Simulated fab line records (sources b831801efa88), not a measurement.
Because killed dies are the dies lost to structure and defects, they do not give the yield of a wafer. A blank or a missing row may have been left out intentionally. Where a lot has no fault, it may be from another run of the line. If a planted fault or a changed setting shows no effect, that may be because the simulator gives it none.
Chamber matching / flow gf180mcu / 4 sister chambers for GF_V5_CMP_04 on cmp-01
The step polishes SiO2. 14 wafers are shown with their chamber, then 7 later ones without.

== WAFERS WITH THEIR CHAMBER ==
wafer=L298.1; chamber=0; motorCurrentA (A)=11.7
wafer=L298.2; chamber=3; motorCurrentA (A)=13.2
wafer=L298.4; chamber=2; motorCurrentA (A)=11.3
wafer=L301.1; chamber=2; motorCurrentA (A)=11.9
wafer=L301.2; chamber=1; motorCurrentA (A)=12.0
wafer=L301.3; chamber=3; motorCurrentA (A)=12.2
wafer=L308.3; chamber=3; motorCurrentA (A)=12.1
wafer=L308.5; chamber=2; motorCurrentA (A)=12.0
wafer=L308.6; chamber=1; motorCurrentA (A)=12.9
wafer=L310.1; chamber=0; motorCurrentA (A)=11.9
wafer=L310.4; chamber=1; motorCurrentA (A)=12.2
wafer=L310.6; chamber=3; motorCurrentA (A)=12.1
wafer=L312.1; chamber=3; motorCurrentA (A)=12.4
wafer=L312.3; chamber=2; motorCurrentA (A)=12.1

SIGNATURES, as means of the wafers listed above
reading=motorCurrentA; chamber 0=11.800; chamber 1=12.367; chamber 2=11.825; chamber 3=12.400; scatter within a chamber=0.414
Rule: a wafer lies at a distance from a chamber equal to the root of the sum of squares, over the readings, of (its reading less the chamber's mean, divided by the reading's scatter). The wafer belongs to the nearest chamber; if the next one is less than 2 further off, it can't be placed. The scatter: the root of (the sum of the squares of (reading less its chamber's mean) over the shown wafers, divided by (wafers less chambers)).

== WAFERS MISSING THEIR CHAMBER ==
wafer=L312.5; motorCurrentA (A)=12.4
wafer=L313.3; motorCurrentA (A)=12.6
wafer=L313.4; motorCurrentA (A)=12.5
wafer=L313.6; motorCurrentA (A)=12.8
wafer=L319.2; motorCurrentA (A)=13.1
wafer=L319.4; motorCurrentA (A)=11.9
wafer=L319.5; motorCurrentA (A)=11.0

== THE CHAMBER EACH PASSED THROUGH ==
wafer=L312.5; from the rows above=can't be placed: 3 or 1 or 2 or 0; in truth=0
wafer=L313.3; from the rows above=can't be placed: 3 or 1 or 2 or 0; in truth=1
wafer=L313.4; from the rows above=can't be placed: 3 or 1 or 2 or 0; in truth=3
wafer=L313.6; from the rows above=can't be placed: 3 or 1 or 2 or 0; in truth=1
wafer=L319.2; from the rows above=can't be placed: 3 or 1 or 2 or 0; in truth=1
wafer=L319.4; from the rows above=can't be placed: 2 or 0 or 1 or 3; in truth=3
wafer=L319.5; from the rows above=can't be placed: 0 or 2 or 1 or 3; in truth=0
0 of 7 placed correctly. From these rows, 7 cannot be placed; in 7 the true chamber is one of the candidates. Wrongly placed: 0.
